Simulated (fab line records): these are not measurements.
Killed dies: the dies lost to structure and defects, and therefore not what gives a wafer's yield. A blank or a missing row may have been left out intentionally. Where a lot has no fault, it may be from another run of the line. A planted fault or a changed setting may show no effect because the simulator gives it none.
Comparing a struck lot with a sound one | flow sky130 | 44 steps out of a route of 708
Sound: these wafers, L847.1, L847.2, L847.6. Struck: wafer L858.6 (L858.1, L858.5, from the same lot, were not struck and are left out); the cause is given at the end.
Per side, at each step with rows, come the tool, then ch with its chambers, and then its first start. Under that, the readings that differ: sound wafers | struck wafers | difference of the means | sigmas: that difference in standard deviations of wafers without a fault.
alike: same words and numbers on both sides, and readings whose means sit less than 2 such deviations apart. not compared: any withheld reading, any reading some wafer has no value for, any bound like >300 that may hide the same value, and any number with overlapping values for which the record gives no deviation.
A row with sigmas, a row that says differs or no value, or rows on one side alone: a step with any of these is where the two part. Numbers that don't overlap but have no deviation are shown without sigmas and don't part them. A reading that every wafer of one side lacks parts them only if that side has two wafers or more.

SKY_FIELD_ISO_THK_MEAS_02:
  struck on film_metro-01, day 5 10:38; sound on film_metro-02, day 3 06:14
  alike: FIELD_ISO_OXIDATION_00_THK
then, 1 step without rows for these wafers: SKY_FIELD_ISO_CVD_03 (deposits Si3N4 from DCS/NH3, target thk 165 nm, time 2830 s).
SKY_FIELD_ISO_THK_MEAS_04:
  struck on film_metro-02, day 5 13:25; sound on film_metro-03, day 3 10:38
  alike: FIELD_ISO_CVD_03_THK
then, 8 steps without rows for these wafers: SKY_FIELD_ISO_DEHYDRATE_05 (time 60 s); SKY_FIELD_ISO_HMDS_06 (prime time 60 s); SKY_FIELD_ISO_COAT_07 (resist thk 60 nm); SKY_FIELD_ISO_COAT_08 (resist thk 450 nm); SKY_FIELD_ISO_SOFTBAKE_09 (time 90 s); SKY_FIELD_ISO_EXPOSE_10 (exposes mask FOM, target cd 150 nm); SKY_FIELD_ISO_PEB_11; SKY_FIELD_ISO_DEVELOP_12 (develop time 60 s).
SKY_FIELD_ISO_CD_MEAS_13: target cd 150 nm.
  struck on cd_sem-01, day 6 08:00; sound on cd_sem-02, day 4 02:10
  alike: cd_nm
SKY_FIELD_ISO_ETCH_14: etches BARC in N2/H2, stops on SiO2, time 45.9 s, target depth 60 nm.
  sound on rie_diel-03 ch 0,1, day 4 02:17; struck on rie_diel-04 ch 0, day 6 08:07
  reading                                          | sound                | struck | difference | sigmas
  oes_product_au (a.u.)                            | 0.856 0.853 0.857    | 1.007  | +0.152     | +28
  run_length_s (s)                                 | 74.4 73.8 73.5       | 45.8   | -28.1      | -65
  throttle_valve_pct (%)                           | 13.218 13.242 13.229 | 13.250 | +0.020     | +2
  model.etch.depth_nm (nm)                         | 60.31 60.14 60.22    | 30.14  | -30.08     |
  model.KrF-thick_of_FIELD_ISO_COAT_08.thk_nm (nm) | 394.1 393.2 393.5    | 418.8  | +25.2      |
  model.FIELD_ISO.cd_nm (nm)                       | 150.2 150.5 150.6    | 155    | +5         |
  alike: drypump_motor_current_A
  not compared: rf_hours_counter_h
SKY_FIELD_ISO_ETCH_15: etches the open film in CHF3/O2, stops on Si, target depth 180 nm, time 72 s.
  sound on rie_diel-03 ch 0,1, day 4 02:20; struck on rie_diel-04 ch 0, day 6 08:10
  reading                                          | sound             | struck | difference | sigmas
  oes_product_au (a.u.)                            | 0.949 0.942 0.949 | 0.380  | -0.567     | -87
  throttle_valve_pct (%)                           | 8.834 8.851 8.822 | 8.660  | -0.176     | -19
  model.KrF-thick_of_FIELD_ISO_COAT_08.thk_nm (nm) | 241 237.2 238.9   | 262    | +23        |
  alike: drypump_motor_current_A, run_length_s
  not compared: rf_hours_counter_h
SKY_FIELD_ISO_STRIP_16: strips in O2/N2.
  sound on plasma_asher-02 ch 0,1, day 4 02:23; struck on plasma_asher-03 ch 0, day 6 08:13
  reading                      | sound          | struck | difference | sigmas
  drypump_motor_current_A (A)  | 4.7 5.2 5.2    | 6.1    | +1.1       | +2
  strip_time_to_endpoint_s (s) | 3.60 3.56 3.57 | 3.82   | +0.24      | +5
  alike: o2_flow_sccm, oes_product_au
  not compared: rf_hours_counter_h
SKY_FIELD_ISO_ETCH_17: etches Si in HBr/Cl2/O2, target depth 342 nm, time 97.7 s.
  sound on rie_si-02 ch 0,2,3, day 4 02:29; struck on rie_si-02 ch 1, day 6 08:19
  reading                    | sound             | struck | difference | sigmas
  model.FIELD_ISO.cd_nm (nm) | 151.6 154.2 153.6 | 157.9  | +4.8       |
  alike: drypump_motor_current_A, oes_product_au, run_length_s, throttle_valve_pct
  not compared: rf_hours_counter_h
then, 5 steps without rows for these wafers: SKY_FIELD_ISO_WET_ETCH_18 (etches Si3N4 in H3PO4, target depth 25 nm, time 286 s); SKY_FIELD_ISO_CLEAN_19 (cleans in SC1/SC2, time 150 s); SKY_FIELD_ISO_CLEAN_20 (cleans in dHF, time 20 s); SKY_FIELD_ISO_WET_ETCH_21 (etches SiO2 in dHF, target depth 20 nm, time 400 s); SKY_FIELD_ISO_OXIDATION_22 (stabilise 600 s, purge 300 s, target thk 10 nm).
SKY_FIELD_ISO_THK_MEAS_23:
  struck on film_metro-01, day 6 10:37; sound on film_metro-02, day 4 04:59
  alike: FIELD_ISO_OXIDATION_01_THK
then, 1 step without rows for these wafers: SKY_FIELD_ISO_CVD_24 (deposits SiO2, target thk 595 nm, time 99.2 s).
SKY_FIELD_ISO_THK_MEAS_25:
  struck on film_metro-02, day 6 10:44; sound on film_metro-03, day 4 05:13
  alike: FIELD_ISO_CVD_24_THK
then, 1 step without rows for these wafers: SKY_FIELD_ISO_ANNEAL_26 (time 1800 s).
SKY_FIELD_ISO_CMP_27: polishes, stops on Si3N4, t overpolish 16 s, target thk 457.8 nm.
  sound on cmp-01 ch 0,1, day 4 09:14; struck on cmp-01 ch 1, day 6 12:46
  alike: motor_current_A
then, 5 steps without rows for these wafers: SKY_FIELD_ISO_WET_ETCH_28 (etches SiO2 in dHF, target depth 23.7 nm, time 48.71 s); SKY_FIELD_ISO_WET_ETCH_29 (etches Si3N4 in H3PO4, target depth 160 nm, time 1825 s); SKY_FIELD_ISO_WET_ETCH_30 (etches SiO2 in dHF, target depth 25 nm, time 50 s); SKY_NWELL_CLEAN_00 (cleans in SC1/SC2, time 150 s); SKY_NWELL_OXIDATION_01 (stabilise 600 s, purge 300 s, target thk 10 nm).
SKY_NWELL_THK_MEAS_02:
  struck on film_metro-03, day 6 15:07; sound on film_metro-03, day 4 11:30
  alike: NWELL_OXIDATION_THK
then, 8 steps without rows for these wafers: SKY_DNWELL_DEHYDRATE_00 (time 60 s); SKY_DNWELL_HMDS_01 (prime time 60 s); SKY_DNWELL_COAT_02 (resist thk 3000 nm); SKY_DNWELL_SOFTBAKE_03; SKY_DNWELL_EXPOSE_04 (exposes mask DNM, target cd 3000 nm); SKY_DNWELL_PEB_05; SKY_DNWELL_DEVELOP_06 (develop time 60 s); SKY_DNWELL_IMPLANT_07.
SKY_DNWELL_STRIP_08: strips in O2/N2.
  sound on plasma_asher-02 ch 0,1, day 5 04:18; struck on plasma_asher-03 ch 1, day 7 10:53
  alike: drypump_motor_current_A, o2_flow_sccm, oes_product_au, strip_time_to_endpoint_s
  not compared: rf_hours_counter_h
SKY_DNWELL_TW_MEAS_09:
  struck on film_metro-04, day 7 10:59; sound on film_metro-03, day 5 04:24
  reading   | sound          | struck | difference | sigmas
  DNWELL_TW | 1131 1136 1128 | 1117   | -15        | -2
SKY_PWDE_OVL_MEAS_07:
  struck on overlay-02, day 8 07:27; sound on overlay-02, day 5 22:32
  not compared: PWDE_OVL
SKY_NWELL_OVL_MEAS_10:
  struck on overlay-01, day 9 04:17; sound on overlay-02, day 6 17:09
  not compared: NWELL_00_OVL

== WHERE THEY PART ==
Last at SKY_DNWELL_TW_MEAS_09 as far as this record goes, first at SKY_FIELD_ISO_ETCH_14.

WHY: what the simulator had put in
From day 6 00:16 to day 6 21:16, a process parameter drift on rie_diel-04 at SKY_FIELD_ISO_ETCH_14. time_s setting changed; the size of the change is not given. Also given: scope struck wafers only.
